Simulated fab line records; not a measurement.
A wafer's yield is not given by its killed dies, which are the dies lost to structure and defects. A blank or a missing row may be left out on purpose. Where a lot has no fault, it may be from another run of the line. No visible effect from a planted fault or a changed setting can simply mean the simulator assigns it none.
Which tool did it?	flow sky130	Sampling: 12 lots, 36 wafers, 3 of 708 route steps

== WHAT THE GAUGES SHOWED, per wafer ==
SKY_METAL5_RS_MEAS_05: measurement is done with a four-point probe.
lot	measured	on	METAL5_ALCU_RS (ohm/sq)
L456	day 44 14:48	film_metro-01	0.0286 0.0283 0.0284
L457	day 45 06:49	film_metro-01	0.0288 0.0288 0.0286
L458	day 45 11:57	film_metro-02	0.0280 0.0279 0.0285
L459	day 45 12:30	film_metro-02	0.0283 0.0290 0.0291
L460	day 45 14:09	film_metro-01	0.0277 0.0283 0.0279
L461	day 46 08:38	film_metro-03	0.0286 0.0287 0.0285
L463	day 46 11:38	film_metro-03	0.0287 0.0290 0.0287
L467	day 47 15:24	film_metro-01	0.0282 0.0286 0.0287
L469	day 48 03:43	film_metro-02	0.0281 0.0280 0.0281
L472	day 48 11:47	film_metro-01	0.0280 0.0282 0.0281
L474	day 49 02:46	film_metro-01	0.0282 0.0287 0.0288
L475	day 49 14:27	film_metro-02	0.0282 0.0287 0.0285

== EACH LOT AND THE TOOL THAT RAN IT (in order: tool; ch and the chambers of the sampled wafers; start) ==
lot	SKY_VIA2_SPUTTER_20	SKY_METAL5_SPUTTER_00
L456	pvd_sputter-03, day 38 01:19	pvd_sputter-04, day 44 14:38
L457	pvd_sputter-03, day 38 18:48	pvd_sputter-04, day 45 06:40
L458	pvd_sputter-04, day 39 00:32	pvd_sputter-04, day 45 11:43
L459	pvd_sputter-04, day 39 02:38	pvd_sputter-01, day 45 12:19
L460	pvd_sputter-03, day 39 04:56	pvd_sputter-02, day 45 13:58
L461	pvd_sputter-03, day 40 01:56	pvd_sputter-02, day 46 08:24
L463	pvd_sputter-03, day 40 05:45	pvd_sputter-02, day 46 11:28
L467	pvd_sputter-03, day 41 12:43	pvd_sputter-02, day 47 15:13
L469	pvd_sputter-04, day 42 03:10	pvd_sputter-02, day 48 03:33
L472	pvd_sputter-04, day 42 14:34	pvd_sputter-02, day 48 11:34
L474	pvd_sputter-04, day 43 06:32	pvd_sputter-01, day 49 02:34
L475	pvd_sputter-04, day 43 18:34	pvd_sputter-01, day 49 14:17
- SKY_VIA2_SPUTTER_20: material TiN, target thk 20 nm, time 80 s.
- SKY_METAL5_SPUTTER_00: material Ti, target thk 15 nm, time 10 s.

== AS READ BY THE TOOLS THEMSELVES (means over the sampled wafers that have a number; for cases with no such wafer, the mark the record gives instead) ==
SKY_VIA2_SPUTTER_20.
lot	tool	throttle_valve_pct (%)
L456	pvd_sputter-03	30.6
L457	pvd_sputter-03	30.7
L458	pvd_sputter-04	29.3
L459	pvd_sputter-04	29.4
L460	pvd_sputter-03	30.1
L461	pvd_sputter-03	30.3
L463	pvd_sputter-03	30.3
L467	pvd_sputter-03	30.3
L469	pvd_sputter-04	29.5
L472	pvd_sputter-04	30.0
L474	pvd_sputter-04	29.0
L475	pvd_sputter-04	29.9

SKY_METAL5_SPUTTER_00.
lot	tool	throttle_valve_pct (%)
L456	pvd_sputter-04	28.7
L457	pvd_sputter-04	29.7
L458	pvd_sputter-04	30.6
L459	pvd_sputter-01	29.6
L460	pvd_sputter-02	30.7
L461	pvd_sputter-02	30.4
L463	pvd_sputter-02	30.1
L467	pvd_sputter-02	30.6
L469	pvd_sputter-02	30.4
L472	pvd_sputter-02	30.0
L474	pvd_sputter-01	29.6
L475	pvd_sputter-01	28.7

== THE ANSWER, worked out from the rows above alone ==
Rule: the lots themselves supply what counts as usual. The widest of any qualifying gaps counts: lots, ordered by their means at a reading, are off when they make up no more than a third of the lots, leave a main group of 4 or more, and stand apart from it by 3 or more times the standard deviation of that group's means. A main group whose means are all the same, to the digits that the tables above print for the reading, isn't used. Also off: a lot with no number at a reading for which 4 or more lots have one. The other lots that the step has rows for count as sound. First the gauges in route order, then the tools' own readings, where a lot's mean is used as printed above. At the first step where some lot is off, the reading lying furthest off is the one used; lots without a number count as furthest.
None of the lots is off at any reading shown; this tells nothing.

== WHAT THE SIMULATOR PUT IN ==
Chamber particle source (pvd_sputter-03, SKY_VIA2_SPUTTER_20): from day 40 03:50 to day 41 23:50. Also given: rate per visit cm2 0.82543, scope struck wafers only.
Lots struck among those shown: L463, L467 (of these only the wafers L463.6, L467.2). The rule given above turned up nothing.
